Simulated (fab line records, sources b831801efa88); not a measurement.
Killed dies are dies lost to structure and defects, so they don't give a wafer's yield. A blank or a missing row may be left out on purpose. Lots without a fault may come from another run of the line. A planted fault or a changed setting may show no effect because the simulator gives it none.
Which tool did it? | flow gf180mcu | 13 lots, 39 wafers sampled, at 5 steps of a route of 602

WHAT THE GAUGES READ, wafer by wafer
GF_MVSD_TW_MEAS_11. Usual: MVSD_TW 1573, standard deviation 20.
lot  | measured    | on            | MVSD_TW        | flag
L615 | day 4 09:44 | film_metro-03 | 1589 1593 1590 |
L616 | day 4 13:58 | film_metro-04 | 1576 1574 1583 |
L617 | day 4 18:40 | film_metro-03 | 1589 1585 1584 |
L619 | day 5 11:52 | film_metro-03 | 1585 1587 1580 |
L618 | day 5 12:35 | film_metro-03 | 1578 1578 1583 |
L620 | day 5 21:42 | film_metro-04 | 1568 1572 1580 |
L621 | day 6 09:26 | film_metro-04 | 1575 1577 1572 |
L623 | day 6 15:16 | film_metro-01 | 1551 1543 1553 |
L622 | day 6 15:38 | film_metro-01 | 1551 1547 1553 |
L625 | day 7 05:57 | film_metro-03 | 1586 1590 1589 |
L626 | day 7 08:16 | film_metro-03 | 1584 1605 1591 |
L630 | day 8 04:22 | film_metro-01 | 29 29 29       | OFF
L636 | day 9 12:25 | film_metro-01 | 1536 1545 1541 |

GF_VT_IMPLANT_OVL_MEAS_07. Usual: VT_IMPLANT_OVL -0.8 nm, standard deviation 1.3.
lot  | measured     | on         | VT_IMPLANT_OVL (nm) | flag
L615 | day 5 12:20  | overlay-02 | -2.2 -1.5 0.0       |
L616 | day 5 18:20  | overlay-02 | -3.2 -2.0 -1.7      |
L617 | day 5 23:34  | overlay-02 | -1.8 -0.7 0.4       |
L619 | day 6 17:49  | overlay-02 | -0.7 -1.0 -0.3      |
L618 | day 6 18:14  | overlay-02 | -2.2 -3.0 -3.3      |
L620 | day 7 04:28  | overlay-01 | -2.4 -0.2 -0.8      |
L621 | day 7 16:34  | overlay-02 | 0.9 -0.4 -0.6       |
L623 | day 7 22:25  | overlay-01 | 2.1 0.8 1.6         |
L622 | day 7 22:43  | overlay-02 | 0.1 -2.2 -1.4       |
L625 | day 8 14:10  | overlay-01 | 1.6 1.6 1.7         |
L626 | day 8 16:58  | overlay-01 | -4.4 -1.0 -0.5      |
L630 | day 9 13:58  | overlay-02 | -1.0 0.2 0.2        |
L636 | day 10 23:55 | overlay-01 | -1.1 -0.6 -0.5      |

WHICH TOOL RAN EACH LOT (tool, then ch and the chambers of the sampled wafers, then the start)
lot  | GF_DNWELL_STRIP_08                  | GF_LVPWELL_STRIP_10                 | GF_MVSD_STRIP_10
L615 | plasma_asher-03 ch 0,1, day 2 19:24 | plasma_asher-04 ch 0,1, day 3 20:31 | plasma_asher-02 ch 0,1, day 4 09:38
L616 | plasma_asher-04 ch 0,1, day 2 23:32 | plasma_asher-02 ch 0,1, day 4 00:50 | plasma_asher-02 ch 0,1, day 4 13:52
L617 | plasma_asher-01 ch 0,1, day 3 04:15 | plasma_asher-04 ch 0,1, day 4 05:23 | plasma_asher-03 ch 0,1, day 4 18:34
L619 | plasma_asher-04 ch 0,1, day 3 19:52 | plasma_asher-02 ch 0,1, day 4 21:14 | plasma_asher-04 ch 0,1, day 5 11:46
L618 | plasma_asher-03 ch 0,1, day 3 19:59 | plasma_asher-01 ch 0,1, day 4 21:59 | plasma_asher-02 ch 0,1, day 5 12:29
L620 | plasma_asher-01 ch 0,1, day 4 04:13 | plasma_asher-04 ch 0,1, day 5 07:17 | plasma_asher-02 ch 0,1, day 5 21:35
L621 | plasma_asher-03 ch 0,1, day 4 13:25 | plasma_asher-01 ch 0,1, day 5 18:29 | plasma_asher-02 ch 0,1, day 6 09:20
L623 | plasma_asher-01 ch 0,1, day 4 18:42 | plasma_asher-04 ch 0,1, day 5 23:52 | plasma_asher-04 ch 1, day 6 15:10
L622 | plasma_asher-03 ch 0, day 4 18:49   | plasma_asher-01 ch 0,1, day 6 00:23 | plasma_asher-02 ch 0,1, day 6 15:32
L625 | plasma_asher-04 ch 0,1, day 5 08:16 | plasma_asher-04 ch 0,1, day 6 14:26 | plasma_asher-04 ch 0,1, day 7 05:50
L626 | plasma_asher-01 ch 0,1, day 5 09:51 | plasma_asher-02 ch 0,1, day 6 16:20 | plasma_asher-03 ch 0,1, day 7 08:10
L630 | plasma_asher-04 ch 0,1, day 6 05:39 | plasma_asher-04 ch 0,1, day 7 12:20 | plasma_asher-03 ch 0,1, day 8 04:15
L636 | plasma_asher-04 ch 0,1, day 7 10:04 | plasma_asher-02 ch 1, day 8 19:20   | plasma_asher-03 ch 0,1, day 9 12:19
- GF_DNWELL_STRIP_08: strips in O2/N2.
- GF_LVPWELL_STRIP_10: strips in O2/N2.
- GF_MVSD_STRIP_10: strips in O2/N2.

WHAT THE TOOLS THEMSELVES READ (means of the sampled wafers that have a number; where no wafer has one, the mark that the record gives instead)
GF_DNWELL_STRIP_08. Usual: chamber_pressure_mTorr 1500.1 mTorr, standard deviation 1.4; drypump_motor_current_A 5.6 A, standard deviation 0.33; heater_power_w 325 W, standard deviation 25; oes_product_au 0.722 a.u., standard deviation 0.0044; strip_time_to_endpoint_s 36.98 s, standard deviation 0.099.
lot  | tool            | chamber_pressure_mTorr (mTorr) | drypump_motor_current_A (A) | heater_power_w (W) | oes_product_au (a.u.) | strip_time_to_endpoint_s (s) | flag
L615 | plasma_asher-03 | 1500.3                         | 5.8                         | 331                | 0.721                 | 36.86                        |
L616 | plasma_asher-04 | 1500.6                         | 5.2                         | 303                | 0.722                 | 36.88                        |
L617 | plasma_asher-01 | 1500.4                         | 5.9                         | 348                | 0.723                 | 36.82                        |
L619 | plasma_asher-04 | 1501.0                         | 5.2                         | 308                | 0.724                 | 36.97                        |
L618 | plasma_asher-03 | 1500.1                         | 5.8                         | 330                | 0.721                 | 36.93                        |
L620 | plasma_asher-01 | 1500.8                         | 5.8                         | 316                | 0.725                 | 36.85                        |
L621 | plasma_asher-03 | 1500.5                         | 5.9                         | 342                | 0.719                 | 37.14                        |
L623 | plasma_asher-01 | 1498.8                         | 5.8                         | 317                | 0.723                 | 36.95                        |
L622 | plasma_asher-03 | 1499.5                         | 5.9                         | 357                | 0.722                 | 36.96                        |
L625 | plasma_asher-04 | 1500.6                         | 5.2                         | 309                | 0.722                 | 36.95                        |
L626 | plasma_asher-01 | 1498.4                         | 5.9                         | 345                | 0.721                 | 37.05                        |
L630 | plasma_asher-04 | 1502.5                         | 5.2                         | 309                | 0.723                 | 36.95                        |
L636 | plasma_asher-04 | 1499.4                         | 5.2                         | 307                | 0.725                 | 37.07                        |

GF_LVPWELL_STRIP_10. Usual: chamber_pressure_mTorr 1500.0 mTorr, standard deviation 1.4; drypump_motor_current_A 5.6 A, standard deviation 0.59; heater_power_w 334 W, standard deviation 35; oes_product_au 0.723 a.u., standard deviation 0.0048; strip_time_to_endpoint_s 36.97 s, standard deviation 0.096.
lot  | tool            | chamber_pressure_mTorr (mTorr) | drypump_motor_current_A (A) | heater_power_w (W) | oes_product_au (a.u.) | strip_time_to_endpoint_s (s) | flag
L615 | plasma_asher-04 | 1498.7                         | 5.2                         | 307                | 0.722                 | 37.22                        |
L616 | plasma_asher-02 | 1499.5                         | 6.3                         | 372                | 0.726                 | 36.91                        |
L617 | plasma_asher-04 | 1501.8                         | 5.2                         | 307                | 0.723                 | 36.97                        |
L619 | plasma_asher-02 | 1500.0                         | 6.3                         | 372                | 0.722                 | 37.03                        |
L618 | plasma_asher-01 | 1499.3                         | 5.8                         | 322                | 0.721                 | 37.01                        |
L620 | plasma_asher-04 | 1499.1                         | 5.2                         | 308                | 0.725                 | 36.82                        |
L621 | plasma_asher-01 | 1498.3                         | 5.8                         | 314                | 0.726                 | 37.06                        |
L623 | plasma_asher-04 | 1499.1                         | 5.2                         | 308                | 0.720                 | 37.04                        |
L622 | plasma_asher-01 | 1499.9                         | 5.9                         | 346                | 0.720                 | 37.07                        |
L625 | plasma_asher-04 | 1500.3                         | 5.3                         | 305                | 0.724                 | 36.98                        |
L626 | plasma_asher-02 | 1499.9                         | 6.3                         | 373                | 0.718                 | 36.83                        |
L630 | plasma_asher-04 | 1500.0                         | 5.2                         | 310                | 0.943                 | -                            | OFF
L636 | plasma_asher-02 | 1500.3                         | 6.7                         | 391                | 0.724                 | 37.04                        |

GF_MVSD_STRIP_10. Usual: chamber_pressure_mTorr 1499.8 mTorr, standard deviation 1.4; drypump_motor_current_A 5.9 A, standard deviation 0.57; heater_power_w 346 W, standard deviation 30; oes_product_au 0.723 a.u., standard deviation 0.005; strip_time_to_endpoint_s 36.99 s, standard deviation 0.12.
lot  | tool            | chamber_pressure_mTorr (mTorr) | drypump_motor_current_A (A) | heater_power_w (W) | oes_product_au (a.u.) | strip_time_to_endpoint_s (s) | flag
L615 | plasma_asher-02 | 1499.5                         | 6.3                         | 377                | 0.724                 | 37.03                        |
L616 | plasma_asher-02 | 1499.1                         | 5.9                         | 360                | 0.725                 | 37.02                        |
L617 | plasma_asher-03 | 1498.9                         | 5.8                         | 327                | 0.723                 | 37.03                        |
L619 | plasma_asher-04 | 1500.8                         | 5.2                         | 304                | 0.727                 | 36.89                        |
L618 | plasma_asher-02 | 1500.0                         | 6.3                         | 375                | 0.725                 | 36.87                        |
L620 | plasma_asher-02 | 1498.8                         | 6.3                         | 373                | 0.727                 | 36.89                        |
L621 | plasma_asher-02 | 1500.6                         | 6.3                         | 378                | 0.722                 | 36.87                        |
L623 | plasma_asher-04 | 1500.5                         | 5.2                         | 303                | 0.719                 | 36.86                        |
L622 | plasma_asher-02 | 1500.8                         | 6.3                         | 376                | 0.721                 | 37.02                        |
L625 | plasma_asher-04 | 1499.9                         | 5.2                         | 304                | 0.724                 | 37.03                        |
L626 | plasma_asher-03 | 1499.7                         | 5.9                         | 337                | 0.723                 | 37.10                        |
L630 | plasma_asher-03 | 1499.6                         | 5.8                         | 332                | 0.731                 | 58.10                        | OFF
L636 | plasma_asher-03 | 1501.0                         | 5.9                         | 341                | 0.725                 | 36.78                        |

THE ANSWER, worked out from the rows above alone
Rule: a lot is off if the mean of its wafers that have a number lies more than 3 standard deviations from the usual mean. A lot without any number at a reading at which 4 lots or more have one is off too. The other lots that the step has rows for count as sound. The gauges are gone through in route order, then the tools' own readings, and for those a lot's mean is taken as printed above. The first step at which some lot is off is used, and at that step the reading that is off furthest; a lot without a number counts as furthest.
Off: L630, at GF_MVSD_TW_MEAS_11 (MVSD_TW).
A tool fits if, at a process step before that reading, it ran every lot that is off, and no sound lot after the first of them. The gauges at GF_MVSD_TW_MEAS_11 aren't tried: what is off there is off at GF_LVPWELL_STRIP_10 too, on other tools, and a gauge's error can't cause that. One fits: plasma_asher-04 at GF_LVPWELL_STRIP_10. Its last sound lot is L625 (day 6 14:26), its first lot that is off L630 (day 7 12:20): a fault that began between those two fits.
The tool's own readings at GF_LVPWELL_STRIP_10 bear it out: on the lots that are off they differ by more than 5 times the standard deviation of the sound lots' means. oes_product_au reads 0.943 a.u. there against 0.723 a.u. on the sound lots.
Blank at GF_LVPWELL_STRIP_10 on the lots that are off, where sound lots have numbers: strip_time_to_endpoint_s.

WHAT THE SIMULATOR HAD PUT IN
Strip aborted: plasma_asher-04, from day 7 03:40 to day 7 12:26, at GF_LVPWELL_STRIP_10. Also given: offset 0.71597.
Lots struck among those shown: L630. The rule above found the same.
